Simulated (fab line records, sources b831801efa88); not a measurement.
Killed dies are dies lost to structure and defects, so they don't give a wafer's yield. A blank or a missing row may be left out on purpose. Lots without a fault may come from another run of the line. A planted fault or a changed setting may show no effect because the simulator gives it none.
Which tool did it? | flow sky130 | 24 lots, 72 wafers sampled, at 3 steps of a route of 708

WHAT THE GAUGES READ, wafer by wafer
SKY_LDD_HVP_TW_MEAS_10.
lot  | measured     | on            | LDD_HVP_TW
L074 | day 21 09:43 | film_metro-01 | 457.9 458.2 458.7
L075 | day 21 20:33 | film_metro-03 | 455.2 453.1 454.0
L076 | day 22 06:46 | film_metro-02 | 451.3 449.9 452.0
L077 | day 22 22:17 | film_metro-03 | 454.0 452.4 453.3
L078 | day 23 09:58 | film_metro-02 | 452.6 455.1 452.6
L079 | day 23 15:07 | film_metro-02 | 454.1 454.3 455.9
L080 | day 24 00:38 | film_metro-03 | 455.8 456.0 454.2
L081 | day 24 11:07 | film_metro-02 | 449.7 451.5 451.5
L082 | day 24 18:12 | film_metro-02 | 448.5 451.4 449.3
L084 | day 25 05:59 | film_metro-03 | 454.9 455.1 456.2
L083 | day 25 07:12 | film_metro-03 | 455.0 456.5 457.8
L085 | day 25 16:34 | film_metro-02 | 452.3 451.5 453.4
L086 | day 26 14:53 | film_metro-02 | 454.6 453.3 454.3
L087 | day 26 18:04 | film_metro-01 | 459.7 458.9 458.2
L089 | day 27 05:42 | film_metro-02 | 454.1 455.1 453.3
L088 | day 27 06:40 | film_metro-03 | 455.0 455.2 454.0
L090 | day 27 11:31 | film_metro-02 | 452.7 452.9 453.6
L091 | day 27 15:51 | film_metro-03 | 459.4 455.3 454.8
L092 | day 28 07:04 | film_metro-01 | 456.1 454.0 456.1
L093 | day 28 07:55 | film_metro-01 | 459.3 459.0 460.4
L094 | day 28 22:05 | film_metro-02 | 454.0 457.2 453.7
L095 | day 28 23:25 | film_metro-03 | 455.0 456.2 455.6
L096 | day 29 10:52 | film_metro-03 | 455.5 455.1 456.3
L097 | day 29 13:09 | film_metro-03 | 456.9 457.3 456.0

SKY_POLY_CUT_CD_MEAS_08: target cd 270 nm.
lot  | measured     | on        | cd_nm (nm)
L074 | day 24 01:29 | cd_sem-01 | 268.5 269.2 267.9
L075 | day 24 11:01 | cd_sem-01 | 270.9 271.8 270.8
L076 | day 24 20:07 | cd_sem-02 | 270.3 270.4 270.2
L077 | day 25 12:26 | cd_sem-01 | 270.2 271.4 271.6
L078 | day 25 23:58 | cd_sem-02 | 269.8 271.0 269.3
L079 | day 26 04:22 | cd_sem-01 | 271.9 272.2 271.2
L080 | day 26 13:16 | cd_sem-02 | 271.7 270.7 272.3
L081 | day 26 23:28 | cd_sem-02 | 270.0 272.2 271.1
L082 | day 27 07:26 | cd_sem-01 | 270.7 269.7 270.8
L084 | day 27 21:20 | cd_sem-02 | 271.4 272.1 270.6
L083 | day 27 20:58 | cd_sem-01 | 268.8 267.8 268.1
L085 | day 28 05:22 | cd_sem-01 | 268.2 269.2 269.6
L086 | day 29 02:32 | cd_sem-02 | 270.8 271.4 271.8
L087 | day 29 06:29 | cd_sem-01 | 269.0 271.8 270.2
L089 | day 29 17:46 | cd_sem-02 | 268.0 269.2 268.4
L088 | day 29 19:19 | cd_sem-02 | 268.9 269.6 269.2
L090 | day 29 23:26 | cd_sem-02 | 268.5 270.5 269.5
L091 | day 30 03:49 | cd_sem-02 | 268.5 269.2 270.6
L092 | day 30 18:11 | cd_sem-01 | 271.6 271.0 270.1
L093 | day 30 20:02 | cd_sem-01 | 272.0 271.0 271.9
L094 | day 31 09:52 | cd_sem-02 | 270.4 268.4 270.4
L095 | day 31 12:50 | cd_sem-01 | 271.4 271.3 271.5
L096 | day 31 20:11 | cd_sem-01 | 269.1 267.9 268.0
L097 | day 31 22:13 | cd_sem-02 | 270.6 270.4 270.1

SKY_VIA1_BOW_MEAS_03.
lot  | measured     | on            | VIA1_BOW (um)
L074 | day 32 19:01 | film_metro-04 | 83 79 83
L075 | day 33 02:37 | film_metro-03 | 84 82 85
L076 | day 33 12:09 | film_metro-03 | 88 83 80
L077 | day 34 00:27 | film_metro-03 | 69 77 69
L078 | day 34 14:46 | film_metro-03 | 83 84 70
L079 | day 34 16:09 | film_metro-03 | 80 80 63
L080 | day 35 00:00 | film_metro-03 | 78 85 80
L081 | day 35 07:29 | film_metro-01 | 80 77 85
L082 | day 35 15:04 | film_metro-03 | 83 74 78
L084 | day 36 05:54 | film_metro-03 | 69 74 72
L083 | day 36 05:22 | film_metro-03 | 79 72 79
L085 | day 36 14:46 | film_metro-01 | 71 75 78
L086 | day 37 06:41 | film_metro-03 | 64 76 80
L087 | day 37 11:57 | film_metro-01 | 79 75 69
L089 | day 37 19:54 | film_metro-03 | 62 57 73
L088 | day 38 00:00 | film_metro-01 | 86 69 77
L090 | day 38 00:52 | film_metro-04 | 91 91 83
L091 | day 38 05:25 | film_metro-01 | 65 77 83
L092 | day 38 20:40 | film_metro-03 | 84 82 86
L093 | day 38 23:13 | film_metro-01 | 80 89 73
L094 | day 39 11:35 | film_metro-03 | 85 80 74
L095 | day 39 14:50 | film_metro-04 | 83 82 78
L096 | day 39 20:05 | film_metro-03 | 80 97 71
L097 | day 39 22:33 | film_metro-04 | 82 90 82

WHICH TOOL RAN EACH LOT (tool, then ch and the chambers of the sampled wafers, then the start)
The record holds no process step before these readings.

WHAT THE TOOLS THEMSELVES READ (means of the sampled wafers that have a number; where no wafer has one, the mark that the record gives instead)
The record holds no such reading with a usual standard deviation.

THE ANSWER, worked out from the rows above alone
Rule: what is usual is taken from the lots themselves. Put in order of their means at a reading, lots are off if they are a third of the lots or fewer, leave a main group of 4 or more, and stand apart from it by a gap of 3 or more times the standard deviation of the main group's means; of several such gaps the widest counts. A main group whose means are all the same, to the digits that the tables above print for the reading, isn't used. A lot without any number at a reading at which 4 lots or more have one is off too. The other lots that the step has rows for count as sound. The gauges are gone through in route order, then the tools' own readings, and for those a lot's mean is taken as printed above. The first step at which some lot is off is used, and at that step the reading that is off furthest; a lot without a number counts as furthest.
No lot is off at any reading shown: from this, nothing can be told.

WHAT THE SIMULATOR HAD PUT IN
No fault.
